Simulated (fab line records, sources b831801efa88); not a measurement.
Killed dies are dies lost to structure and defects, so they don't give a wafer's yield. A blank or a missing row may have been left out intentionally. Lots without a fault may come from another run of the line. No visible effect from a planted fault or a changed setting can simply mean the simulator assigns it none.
Chamber matching || flow sfq-line || SFQ_TRILAYER_A5B_CMP_CMP_130 on cmp-01: 4 sister chambers
The step polishes, stops on Nb, target thk 340.7 nm. 14 wafers are shown with their chamber, then 7 later ones without.

## WAFERS PAIRED WITH THEIR CHAMBERS
{"wafer": "L480.1", "chamber": 0, "motor-current-A (A)": 9.4, "head-pressure-psi (psi)": 2.995, "edge-zone-pressure-frac": 1.006}
{"wafer": "L480.4", "chamber": 1, "motor-current-A (A)": 8.2, "head-pressure-psi (psi)": 2.997, "edge-zone-pressure-frac": 0.987}
{"wafer": "L480.6", "chamber": 1, "motor-current-A (A)": 8.8, "head-pressure-psi (psi)": 2.996, "edge-zone-pressure-frac": 0.994}
{"wafer": "L481.1", "chamber": 0, "motor-current-A (A)": 9.7, "head-pressure-psi (psi)": 3.004, "edge-zone-pressure-frac": 0.990}
{"wafer": "L481.5", "chamber": 3, "motor-current-A (A)": 11.0, "head-pressure-psi (psi)": 2.992, "edge-zone-pressure-frac": 0.998}
{"wafer": "L481.6", "chamber": 0, "motor-current-A (A)": 9.5, "head-pressure-psi (psi)": 3.001, "edge-zone-pressure-frac": 1.001}
{"wafer": "L482.2", "chamber": 1, "motor-current-A (A)": 8.6, "head-pressure-psi (psi)": 3.000, "edge-zone-pressure-frac": 0.995}
{"wafer": "L482.3", "chamber": 0, "motor-current-A (A)": 9.9, "head-pressure-psi (psi)": 2.995, "edge-zone-pressure-frac": 0.997}
{"wafer": "L482.6", "chamber": 0, "motor-current-A (A)": 9.4, "head-pressure-psi (psi)": 3.001, "edge-zone-pressure-frac": 1.000}
{"wafer": "L496.1", "chamber": 3, "motor-current-A (A)": 10.8, "head-pressure-psi (psi)": 2.989, "edge-zone-pressure-frac": 1.002}
{"wafer": "L496.2", "chamber": 2, "motor-current-A (A)": 10.1, "head-pressure-psi (psi)": 3.007, "edge-zone-pressure-frac": 1.004}
{"wafer": "L496.5", "chamber": 2, "motor-current-A (A)": 10.0, "head-pressure-psi (psi)": 2.996, "edge-zone-pressure-frac": 0.996}
{"wafer": "L497.1", "chamber": 0, "motor-current-A (A)": 9.6, "head-pressure-psi (psi)": 3.001, "edge-zone-pressure-frac": 1.004}
{"wafer": "L497.2", "chamber": 2, "motor-current-A (A)": 9.2, "head-pressure-psi (psi)": 2.996, "edge-zone-pressure-frac": 1.000}

SIGNATURES (means of the wafers above)
{"reading": "motor-current-A", "chamber 0": 9.583, "chamber 1": 8.533, "chamber 2": 9.767, "chamber 3": 10.900, "scatter within a chamber": 0.297}
{"reading": "head-pressure-psi", "chamber 0": 2.99950, "chamber 1": 2.99767, "chamber 2": 2.99967, "chamber 3": 2.99050, "scatter within a chamber": 0.00402}
{"reading": "edge-zone-pressure-frac", "chamber 0": 0.99967, "chamber 1": 0.99200, "chamber 2": 1.00000, "chamber 3": 1.00000, "scatter within a chamber": 0.00489}
Rule: distance of a wafer from a chamber = root of the sum over the readings of ((wafer's reading minus chamber's mean) / reading's scatter) squared. If the next closest chamber is less than 2 further off than the closest, the wafer can't be placed; otherwise it belongs to the closest. The scatter is the square root of a quotient: the sum, over the shown wafers, of each reading's squared deviation from its chamber's mean, divided by wafers minus chambers.

## WAFERS WITH NO CHAMBER GIVEN
{"wafer": "L497.5", "motor-current-A (A)": 8.8, "head-pressure-psi (psi)": 2.998, "edge-zone-pressure-frac": 0.998}
{"wafer": "L500.1", "motor-current-A (A)": 9.2, "head-pressure-psi (psi)": 3.004, "edge-zone-pressure-frac": 1.001}
{"wafer": "L500.3", "motor-current-A (A)": 9.9, "head-pressure-psi (psi)": 3.005, "edge-zone-pressure-frac": 0.996}
{"wafer": "L500.5", "motor-current-A (A)": 10.0, "head-pressure-psi (psi)": 3.006, "edge-zone-pressure-frac": 1.000}
{"wafer": "L501.4", "motor-current-A (A)": 10.8, "head-pressure-psi (psi)": 2.997, "edge-zone-pressure-frac": 1.007}
{"wafer": "L501.3", "motor-current-A (A)": 8.6, "head-pressure-psi (psi)": 2.998, "edge-zone-pressure-frac": 1.004}
{"wafer": "L501.5", "motor-current-A (A)": 9.9, "head-pressure-psi (psi)": 3.003, "edge-zone-pressure-frac": 1.008}

## CHAMBER TAKEN BY EACH
{"wafer": "L497.5", "from the rows above": "can't be placed: 1 or 0 or 2", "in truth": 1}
{"wafer": "L500.1", "from the rows above": "can't be placed: 0 or 2 or 1", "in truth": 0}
{"wafer": "L500.3", "from the rows above": "can't be placed: 2 or 0", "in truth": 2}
{"wafer": "L500.5", "from the rows above": "can't be placed: 2 or 0", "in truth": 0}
{"wafer": "L501.4", "from the rows above": "can't be placed: 3 or 2", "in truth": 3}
{"wafer": "L501.3", "from the rows above": "can't be placed: 1 or 0 or 2", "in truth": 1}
{"wafer": "L501.5", "from the rows above": "can't be placed: 2 or 0", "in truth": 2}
Correctly placed: 0 of 7. From these rows, 7 cannot be placed; in 7 the true chamber is one of the candidates. 0 placed wrongly.
